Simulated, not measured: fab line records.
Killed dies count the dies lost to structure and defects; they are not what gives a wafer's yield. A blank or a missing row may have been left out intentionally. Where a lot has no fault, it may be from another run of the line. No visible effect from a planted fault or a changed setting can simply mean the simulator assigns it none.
A struck lot beside a sound one	flow sky130	16 steps out of a route of 708
Sound: these wafers, L869.1, L869.5, L869.6. Struck: wafers L882.1, L882.6. (L882.4 of the same lot was not struck and is left out.) The cause comes at the end.
Order at every step that has rows: each side's tool, ch and its chambers, its first start. Under that, the readings that differ: sound wafers	struck wafers	difference of the means	sigmas: that difference in standard deviations of wafers without a fault.
alike: words and numbers the same on both sides, and readings whose means are apart by under 2 such deviations; not compared: readings that were withheld, readings missing a value for some wafer, numbers with overlapping values and no deviation given by the record, and bounds like >300 which may hide the same value.
The two part at a step that has a row with sigmas, a row that says differs or no value, or rows on one side only. Numbers that have no deviation but don't overlap get no sigmas and don't part them. A reading that every wafer of one side lacks parts them only if that side has two wafers or more.

SKY_VIA3_CMP_02: polishes SiO2.
  sound on cmp-02 ch 0,1, day 40 15:59; struck on cmp-01 ch 0, day 44 03:05
  alike: motorCurrentA
SKY_VIA3_BOW_MEAS_03:
  sound: filmMetro-01 at day 40 16:14; struck: filmMetro-02 at day 44 03:20
  alike: VIA3_BOW
then, 8 steps without rows for these wafers: SKY_VIA3_DEHYDRATE_04 (time 60 s); SKY_VIA3_HMDS_05 (prime time 60 s); SKY_VIA3_COAT_06 (resist thk 60 nm); SKY_VIA3_COAT_07 (resist thk 450 nm); SKY_VIA3_SOFTBAKE_08 (time 90 s); SKY_VIA3_EXPOSE_09 (exposes mask VIM3, target cd 200 nm); SKY_VIA3_PEB_10; SKY_VIA3_DEVELOP_11 (develop time 60 s).
SKY_VIA3_CD_MEAS_12: the cd target is 200 nm.
  sound: cdSem-01 at day 41 16:48; struck: cdSem-01 at day 45 02:14
  alike: cdNm
SKY_VIA3_OVL_MEAS_13:
  sound: overlay-01 at day 41 16:55; struck: overlay-01 at day 45 02:21
  alike: VIA3_OVL
SKY_VIA3_ETCH_14: etches BARC in N2/H2, stops on SiO2, time 45.9 s, target depth 60 nm.
  sound on rieDiel-02 ch 0,2,3, day 41 16:58; struck on rieDiel-02 ch 3, day 45 02:23
reading	sound	struck	difference	sigmas
oesProductAu (a.u.)	0.867 0.857 0.861	0.972 0.970	+0.109	+21
runLengthS (s)	74.0 74.6 74.9	69.2 68.7	-5.5	-10
throttleValvePct (%)	13.213 13.222 13.226	13.235 13.243	+0.019	+2
model.KrF-thick_of_VIA3_COAT_07.thkNm (nm)	392.8 392.2 392.2	397.5 398.2	+5.5	
  alike: drypumpMotorCurrentA
  not compared: rfHoursCounterH
SKY_VIA3_ETCH_15: etches SiO2 in C4F8/O2/Ar, stops on TiN, target depth 507 nm, time 78 s.
  sound on rieDiel-02 ch 0,2,3, day 41 17:00; struck on rieDiel-02 ch 3, day 45 02:26
reading	sound	struck	difference	sigmas
model.KrF-thick_of_VIA3_COAT_07.thkNm (nm)	289.5 290.9 290.5	296.1 297.7	+6.6	
  alike: oesProductAu, runLengthS
  not compared: rfHoursCounterH
SKY_VIA3_STRIP_16: strips in O2/N2.
  sound on plasmaAsher-01 ch 0,1, day 41 17:04; struck on plasmaAsher-01 ch 0, day 45 02:29
reading	sound	struck	difference	sigmas
stripTimeToEndpointS (s)	4.106 4.122 4.118	4.189 4.209	+0.084	+3
  alike: drypumpMotorCurrentA, oesProductAu
  not compared: rfHoursCounterH
then, 1 step without rows for these wafers: SKY_VIA3_STRIP_17 (strips in post etch residue remover, time 1200 s).

WHERE THEY PART
Earliest at SKY_VIA3_ETCH_14; latest, in this record, at SKY_VIA3_STRIP_16.

WHY: the cause the simulator had injected
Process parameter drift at SKY_VIA3_ETCH_14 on rieDiel-02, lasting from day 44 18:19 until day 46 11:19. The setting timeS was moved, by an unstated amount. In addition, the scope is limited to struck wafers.
